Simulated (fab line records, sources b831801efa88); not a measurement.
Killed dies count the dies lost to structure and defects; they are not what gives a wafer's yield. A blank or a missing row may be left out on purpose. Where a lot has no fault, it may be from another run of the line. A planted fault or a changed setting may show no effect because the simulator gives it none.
Matching of chambers ; flow gf180mcu ; GF_V4_CMP_26 on cmp-01 has 4 sister chambers
The step polishes, stops on SiO2, t overpolish 15 s, target thk 0 nm. 16 wafers are shown with their chamber, then 8 later ones without.

## WAFERS, EACH WITH ITS CHAMBER
wafer;chamber;motor_current_A (A);time_to_endpoint_s (s);overpolish_run_s (s)
L702.2;1;12.6;93;14.996
L702.4;0;10.6;83;15.014
L702.5;1;12.7;90;15.014
L703.1;1;12.5;85;14.989
L703.3;2;9.9;85;15.009
L703.6;2;9.5;88;15.012
L705.1;1;12.8;84;14.994
L705.3;2;9.5;80;14.993
L705.5;1;12.1;86;15.006
L717.2;2;9.7;82;15.000
L717.5;3;11.0;81;15.009
L717.6;0;10.2;80;14.997
L720.1;2;9.1;85;14.991
L720.2;0;9.8;81;14.988
L720.4;3;11.7;85;15.008
L722.1;3;10.9;84;15.003

SIGNATURES (means of the wafers above)
reading;chamber 0;chamber 1;chamber 2;chamber 3;scatter within a chamber
motor_current_A;10.200;12.540;9.540;11.200;0.335
time_to_endpoint_s;81.33;87.60;84.00;83.33;3.01
overpolish_run_s;14.99967;14.99980;15.00100;15.00667;0.00968
Rule: a wafer's distance from a chamber is the root of the sum, over the readings, of the square of ((its reading less the chamber's mean) divided by the reading's scatter). If the next closest chamber is less than 2 further off than the closest, the wafer can't be placed; otherwise it belongs to the closest. The scatter: the root of (the sum of the squares of (reading less its chamber's mean) over the shown wafers, divided by (wafers less chambers)).

## WAFERS WITHOUT THEIR CHAMBER
wafer;motor_current_A (A);time_to_endpoint_s (s);overpolish_run_s (s)
L722.3;12.7;87;15.003
L722.4;9.3;84;15.007
L723.3;13.3;89;15.008
L723.4;9.8;82;15.003
L723.5;10.3;83;15.009
L724.3;12.1;86;15.006
L724.5;12.8;88;14.989
L724.6;9.7;85;14.992

## WHICH CHAMBER EACH ONE RAN IN
wafer;from the rows above;in truth
L722.3;1;1
L722.4;can't be placed: 2 or 0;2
L723.3;1;1
L723.4;can't be placed: 2 or 0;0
L723.5;can't be placed: 0 or 2 or 3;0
L724.3;can't be placed: 1 or 3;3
L724.5;1;1
L724.6;can't be placed: 2 or 0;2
Correctly placed: 3 of 8. Not placeable from these rows: 5 (in 5, the candidates include the true chamber). 0 placed wrongly.
